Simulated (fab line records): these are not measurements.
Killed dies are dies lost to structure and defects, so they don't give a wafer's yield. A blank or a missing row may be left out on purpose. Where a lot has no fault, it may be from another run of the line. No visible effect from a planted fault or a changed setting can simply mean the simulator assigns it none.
Problem report, 8D (eight disciplines) form, completed by code ; flow sky130 ; the parts of the form that need people (team, actions taken, sign-off) are left out

## 1. THE ISSUE
Mean of heater-power-total-W at SKY_SD_P_DEHYDRATE_00: 157.95 W across 6 wafers in 2 lots; on wafers with no fault it is 160.38 W (standard deviation 0.13). That is -19 standard deviations from the usual mean.
The step: time 60 s.
First observed at day 28 15:19: wafer L760.4, on litho-track-04. At this step, 39 wafers from 13 lots have a number in the record. Rule for "out" (also "out of limits"): further than 4 standard deviations from the usual mean. The other wafers with a number count as sound.

## 2. WHAT IT IS AND WHAT IT IS NOT
question;is;is not
which readings at this step;heater-power-total-W, plate-temp-C;-
which lots;L760, L762;L750, L751, L752, L755, L756, L759, L764, L767, L768, L772, L773
which wafers of those lots;all that have a number;-
read on which tools;litho-track-04;litho-track-02, litho-track-03
when;from day 28 15:19;"up to then (18 sound wafers); but 15 sound wafers of L764, L767, L768, L772, L773 came after"

## 3. SUSPECTS, AND WHAT RULES EACH OUT
Counting: any tool at a process step up to the reading is kept as a suspect provided that every lot that is out went through it and no sound lot did after the first of them.
- plasma-asher-03 at SKY_POLY_CUT_STRIP_12 (strips in O2/N2): ruled out as a lasting fault. After its first lot that is out, L760 (day 28 02:01), sound lots L767, L768, L772 ran on it.
- litho-track-04 at SKY_SD_P_DEHYDRATE_00 (time 60 s): kept. It processed each lot that is out, first L760 at day 28 15:19, and no sound lot thereafter; up to then, the last sound lot it processed was L755 at day 27 10:21. On those wafers its own readings are out: heater-power-total-W, plate-temp-C.
Left after counting: litho-track-04 at SKY_SD_P_DEHYDRATE_00.

## 4. THE CAUSE (what the simulator had put in)
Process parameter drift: litho-track-04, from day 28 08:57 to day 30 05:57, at SKY_SD_P_DEHYDRATE_00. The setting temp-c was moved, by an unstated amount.
Only this tool survived the counting.

## 5. SEQUENCE OF EFFECTS, ordered by route
One row per reading whose mean, taken over the struck wafers that have a number, lies over 3 standard deviations from the usual. Scope: only readings with a usual standard deviation given in the record; hours: median across lots of the time from each lot's start at the first step in this table that gives one to its start at this step; sigmas: change in usual standard deviations.
hours;step;reading;usual;on struck wafers;change;sigmas
0;SKY_SD_P_DEHYDRATE_00;heater-power-total-W;160.38 W;157.95;-2.43;-19
0;SKY_SD_P_DEHYDRATE_00;plate-temp-C;200.00 C;197.62;-2.38;-15
Its process steps:
- SKY_SD_P_DEHYDRATE_00: time 60 s.

## 6. HOW IT WOULD HAVE BEEN CAUGHT EARLIER
In this record no reading fell out of limits until day 28 15:19, 6 hours after the fault had begun at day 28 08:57.
